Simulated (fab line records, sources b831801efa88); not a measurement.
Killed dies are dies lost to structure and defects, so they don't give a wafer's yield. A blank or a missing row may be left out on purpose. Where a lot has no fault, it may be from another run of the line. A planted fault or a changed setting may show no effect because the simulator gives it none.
Problem report, 8D (eight disciplines) form, completed by code / flow gf180mcu / the parts of the form that need people (team, actions taken, sign-off) are left out

1. WHAT IS WRONG
Mean V2_W_RS at GF_V2_RS_MEAS_24: 0.497 ohm/sq over 3 wafers in 3 lots; fault-free wafers: 0.328 ohm/sq, standard deviation 0.0031. That puts it +55 standard deviations away from the usual mean.
The step: measures by four-point-probe.
First observed at day 24 06:11: wafer L510.3, on film metro-03. Wafers with a number at this step in the record: 33, from 11 lots. By rule, "out" or "out of limits" means more than 4 standard deviations away from the usual mean. All remaining wafers that have a number are taken as sound.

2. WHAT IT IS, AND WHAT IT ISN'T
question=which readings at this step | is=V2_W_RS | is not=-
question=which lots | is=L510, L511, L512 | is not=L500, L505, L508, L515, L519, L520, L521, L522
question=which wafers of those lots | is=L510.3, L511.3, L512.1 | is not=L510.2, L510.5, L511.2, L511.5, L512.4, L512.6
question=read on which gauges | is=film metro-02, film metro-03 | is not=film metro-01
question=when | is=from day 24 06:11 | is not=up to then (11 sound wafers); but 19 sound wafers of L511, L512, L515, L519, L520, L521, L522 came after

3. SUSPECTS, AND WHAT RULES EACH OUT
Counting: if a tool at a process step up to the reading ran every lot that is out, it stays a suspect. Sound lots after the first of them don't rule it out here, since some wafers of a struck lot are sound.
- the gauge at GF_V2_RS_MEAS_24 has been ruled out. The wafers that are out were read on 2 gauges (film metro-02, film metro-03).
- cvd w-02 at GF_V2_CVD_23 (deposits W, target thk 350 nm, time 104.94 s): kept. It processed each lot that is out (first: L510, day 24 06:03); up to then, its last sound lot is L508 (day 23 23:05).
Left after counting: cvd w-02 at GF_V2_CVD_23.

4. THE CAUSE (what the simulator had put in)
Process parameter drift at GF_V2_CVD_23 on cvd w-02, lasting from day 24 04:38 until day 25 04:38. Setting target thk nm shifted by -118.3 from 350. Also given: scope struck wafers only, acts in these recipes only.
This tool alone remained once counting was done.

5. THE EFFECT CHAIN, in route order
One row per reading whose mean, taken over the struck wafers that have a number, lies over 3 standard deviations from the usual. Scope: only readings with a usual standard deviation given in the record; hours: median across lots of the time from each lot's start at the first step in this table that gives one to its start at this step; sigmas: change in usual standard deviations.
hours=0; step=GF_V2_RS_MEAS_24; reading=V2_W_RS; usual=0.328 ohm/sq; on struck wafers=0.497; change=+0.169; sigmas=+55
hours=0; step=GF_V2_THK_MEAS_25; reading=V2_W_THK; usual=346 nm; on struck wafers=228; change=-118; sigmas=-25
hours=0; step=GF_V2_CMP_26; reading=time to endpoint s; usual=84 s; on struck wafers=50; change=-34; sigmas=-7.0
Process steps it contains:
- GF_V2_CMP_26: polishes, stops on SiO2, t overpolish 15 s, target thk 0 nm.

6. WHAT WOULD HAVE CAUGHT IT SOONER
2 hours passed between the start of the fault at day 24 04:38 and the first reading out of limits at a measuring or inspecting step in this record, taken at day 24 06:11.
Tool readings at GF_V2_CVD_23 with a usual standard deviation given in the record: none out on any struck wafer, hence no alarm at a limit of 4 standard deviations on them.
Among the 3 lots that are out, L511, L512 began GF_V2_CVD_23 on cvd w-02 after day 24 06:11. A hold on the tool at that time would have spared those 2.
